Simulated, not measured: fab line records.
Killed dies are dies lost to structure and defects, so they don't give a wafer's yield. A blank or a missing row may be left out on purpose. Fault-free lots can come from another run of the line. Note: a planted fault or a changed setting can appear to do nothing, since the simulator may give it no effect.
What tool caused it? ; flow sky130 ; 14 lots, 42 wafers sampled, at 2 steps of a route of 708

== WHAT THE GAUGES SHOWED, per wafer ==
No reading from a measuring or inspecting step in the record can be judged against a usual standard deviation.

== EACH LOT AND THE TOOL THAT RAN IT (in order: tool; ch and the chambers of the sampled wafers; start) ==
lot;SKY_RES_PROTECT_STRIP_07;SKY_PAD_OPEN_PROBE_99
L121;plasma-asher-04 ch 1, day 15 12:28;-
L124;plasma-asher-01 ch 0,1, day 16 23:38;-
L125;plasma-asher-04 ch 0,1, day 16 23:38;-
L126;plasma-asher-03 ch 0,1, day 17 09:07;-
L128;plasma-asher-01 ch 0,1, day 17 22:14;-
L129;plasma-asher-03 ch 0,1, day 18 11:50;-
L130;plasma-asher-03 ch 0, day 19 00:10;-
L131;plasma-asher-03 ch 0,1, day 19 09:22;-
L134;plasma-asher-04 ch 0,1, day 20 04:38;-
L133;plasma-asher-03 ch 0,1, day 20 06:58;-
L139;plasma-asher-03 ch 0,1, day 21 22:27;-
L142;plasma-asher-04 ch 0,1, day 23 03:44;prober-01, day 51 05:51
L141;plasma-asher-04 ch 0,1, day 23 09:07;prober-02, day 51 08:40
L144;plasma-asher-01 ch 0,1, day 23 21:49;-
- SKY_RES_PROTECT_STRIP_07: strips in O2/N2.
- SKY_PAD_OPEN_PROBE_99

== WHAT THE TOOLS THEMSELVES READ (means of the sampled wafers that have a number; where no wafer has one, the mark that the record gives instead) ==
SKY_RES_PROTECT_STRIP_07. Usual: chamber-pressure-mTorr 1499.9 mTorr, standard deviation 1.4; drypump-motor-current-A 5.67 A, standard deviation 0.28; oes-product-au 0.517 a.u., standard deviation 0.0045; strip-time-to-endpoint-s 23.29 s, standard deviation 0.039.
lot;tool;chamber-pressure-mTorr (mTorr);drypump-motor-current-A (A);oes-product-au (a.u.);strip-time-to-endpoint-s (s);flag
L121;plasma-asher-04;1499.7;5.32;0.519;23.28;
L124;plasma-asher-01;1500.5;5.91;0.515;23.32;
L125;plasma-asher-04;1500.7;5.56;0.517;23.27;
L126;plasma-asher-03;1499.4;5.61;0.513;23.27;
L128;plasma-asher-01;1500.0;5.70;0.512;23.24;
L129;plasma-asher-03;1499.5;5.62;0.522;23.35;
L130;plasma-asher-03;1500.4;5.47;0.515;23.35;
L131;plasma-asher-03;1501.6;5.78;0.518;23.28;
L134;plasma-asher-04;1500.9;5.42;0.520;23.35;
L133;plasma-asher-03;1500.0;5.78;0.516;23.27;
L139;plasma-asher-03;1500.2;5.66;0.522;23.32;
L142;plasma-asher-04;1500.1;5.41;0.518;23.28;
L141;plasma-asher-04;1499.9;5.42;0.519;23.31;
L144;plasma-asher-01;1500.6;5.91;0.517;23.29;

SKY_PAD_OPEN_PROBE_99. Usual: killed_at_M0_to_M3 44, standard deviation 6.9; killed_at_M4_up 3.1, standard deviation 1.7; killed-at-contacts 25, standard deviation 5.6; killed-at-front-end 14, standard deviation 4.3; killed-at-other 0.3, standard deviation 0.51; killed-dies 86, standard deviation 9.8; killed-open 47, standard deviation 6.5; killed-short 39, standard deviation 6.6.
lot;tool;killed_at_M0_to_M3;killed_at_M4_up;killed-at-contacts;killed-at-front-end;killed-at-other;killed-dies;killed-open;killed-short;flag
L142;prober-01;38;2.0;23;13;11.0;87;41;35;OFF
L141;prober-02;35;4.3;26;15;12.7;93;45;36;OFF

== THE ANSWER, worked out from the rows above alone ==
Rule: a lot is off if the mean of its wafers that have a number lies more than 3 standard deviations from the usual mean. A lot without any number at a reading at which 4 lots or more have one is off too. Where the step has rows for the other lots, those lots are counted as sound. The gauges are gone through in route order, then the tools' own readings, and for those a lot's mean is taken as printed above. At the first step where some lot is off, the reading lying furthest off is the one used; lots without a number count as furthest.
Off: L142, L141 (SKY_PAD_OPEN_PROBE_99, killed-at-other). Neither off nor sound, because the step has no rows for them: L121, L124, L125, L126, L128, L129, L130, L131, L134, L133, L139, L144.
If a tool, at that step or one of the process steps before it, ran each lot that is off and ran no sound lot following the first of them, it fits. One candidate fits, namely plasma-asher-04 at SKY_RES_PROTECT_STRIP_07. It ran no sound lot before its first lot that is off in this sample, so the start can't be narrowed down.

== WHAT WAS PUT IN BY THE SIMULATOR ==
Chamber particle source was plasma-asher-04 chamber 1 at SKY_RES_PROTECT_STRIP_07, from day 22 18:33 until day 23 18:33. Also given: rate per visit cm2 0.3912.
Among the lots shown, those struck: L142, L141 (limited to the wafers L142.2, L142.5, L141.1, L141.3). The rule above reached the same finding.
